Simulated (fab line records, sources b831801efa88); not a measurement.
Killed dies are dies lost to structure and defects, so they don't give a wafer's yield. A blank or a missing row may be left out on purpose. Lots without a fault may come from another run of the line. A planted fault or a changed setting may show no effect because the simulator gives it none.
Which tool did it? | flow sky130 | 12 lots, 35 wafers sampled, at 1 step of a route of 708

WHAT THE GAUGES READ, wafer by wafer
SKY_NWELL_RS_MEAS_29: measures by four-point-probe. Usual: NWELL_RS 632.9 ohm/sq, standard deviation 1.7.
lot  | measured     | on            | NWELL_RS (ohm/sq) | flag
L513 | day 6 01:50  | film_metro-01 | 631.3 631.2 630.2 |
L516 | day 6 16:16  | film_metro-03 | 634.0 633.3 633.8 |
L517 | day 6 22:49  | film_metro-03 | 631.7 631.0 630.8 |
L525 | day 9 01:37  | film_metro-03 | 631.8 633.5 629.9 |
L527 | day 9 10:49  | film_metro-01 | 631.0 632.3 630.8 |
L528 | day 9 15:07  | film_metro-03 | 632.0 632.1 631.2 |
L529 | day 9 21:50  | film_metro-03 | 633.1 633.4       |
L530 | day 10 03:13 | film_metro-01 | 632.2 631.6 631.5 |
L531 | day 10 08:08 | film_metro-03 | 632.9 633.0 632.2 |
L532 | day 10 13:14 | film_metro-03 | 632.7 632.1 632.8 |
L533 | day 10 18:40 | film_metro-01 | 633.4 634.6 635.2 |
L534 | day 11 10:28 | film_metro-03 | 632.9 632.1 632.4 |

WHICH TOOL RAN EACH LOT (tool, then ch and the chambers of the sampled wafers, then the start)
The record holds no process step before these readings.

WHAT THE TOOLS THEMSELVES READ (means of the sampled wafers that have a number; where no wafer has one, the mark that the record gives instead)
The record holds no such reading with a usual standard deviation.

THE ANSWER, worked out from the rows above alone
Rule: a lot is off if the mean of its wafers that have a number lies more than 3 standard deviations from the usual mean. A lot without any number at a reading at which 4 lots or more have one is off too. The other lots that the step has rows for count as sound. The gauges are gone through in route order, then the tools' own readings, and for those a lot's mean is taken as printed above. The first step at which some lot is off is used, and at that step the reading that is off furthest; a lot without a number counts as furthest.
No lot is off at any reading shown: from this, nothing can be told.

WHAT THE SIMULATOR HAD PUT IN
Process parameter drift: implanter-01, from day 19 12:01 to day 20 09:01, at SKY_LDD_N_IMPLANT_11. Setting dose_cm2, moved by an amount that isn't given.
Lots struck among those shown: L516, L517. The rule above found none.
